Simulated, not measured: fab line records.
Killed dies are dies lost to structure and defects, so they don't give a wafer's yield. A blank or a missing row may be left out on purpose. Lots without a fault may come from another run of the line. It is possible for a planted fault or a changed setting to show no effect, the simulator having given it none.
Matching of chambers -- flow gf180mcu -- 4 sister chambers for GF_V1_CMP_26 on cmp-01
The step polishes, stops on SiO2, t overpolish 15 s, target thk 0 nm. 4 wafers are shown with their chamber, then 7 later ones without.

== WAFERS PAIRED WITH THEIR CHAMBERS ==
wafer,chamber,motorCurrentA (A)
L346.3,0,11.2
L351.1,1,11.1
L360.1,3,10.4
L360.2,2,9.5

== WAFERS WHOSE CHAMBER IS MISSING ==
wafer,motorCurrentA (A)
L360.5,12.6
L361.1,11.4
L361.2,9.8
L361.6,8.8
L368.2,11.2
L368.4,9.5
L368.5,10.8

== WHICH CHAMBER EACH ONE RAN IN ==
wafer,from the rows above,in truth
L360.5,can't be placed: 0 or 1 or 3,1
L361.1,can't be placed: 0 or 1 or 3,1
L361.2,can't be placed: 2 or 3 or 1 or 0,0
L361.6,can't be placed: 2 or 3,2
L368.2,can't be placed: 0 or 1 or 3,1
L368.4,can't be placed: 2 or 3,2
L368.5,can't be placed: 1 or 0 or 3 or 2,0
0 of 7 placed correctly. From these rows, 7 cannot be placed; in 7 the true chamber is one of the candidates. Number placed wrongly: 0.
How it was worked out, from the rows above alone: a wafer's distance from a chamber is the root of the sum, over the readings, of the square of ((its reading less the chamber's mean) divided by the reading's scatter). The wafer belongs to the nearest chamber; if the next one is less than 2 further off, it can't be placed. A chamber's mean is the mean of its shown wafers. The scatter: with one shown wafer a chamber, the root of the mean of the squares of how far each hidden wafer lies from its nearest shown one.
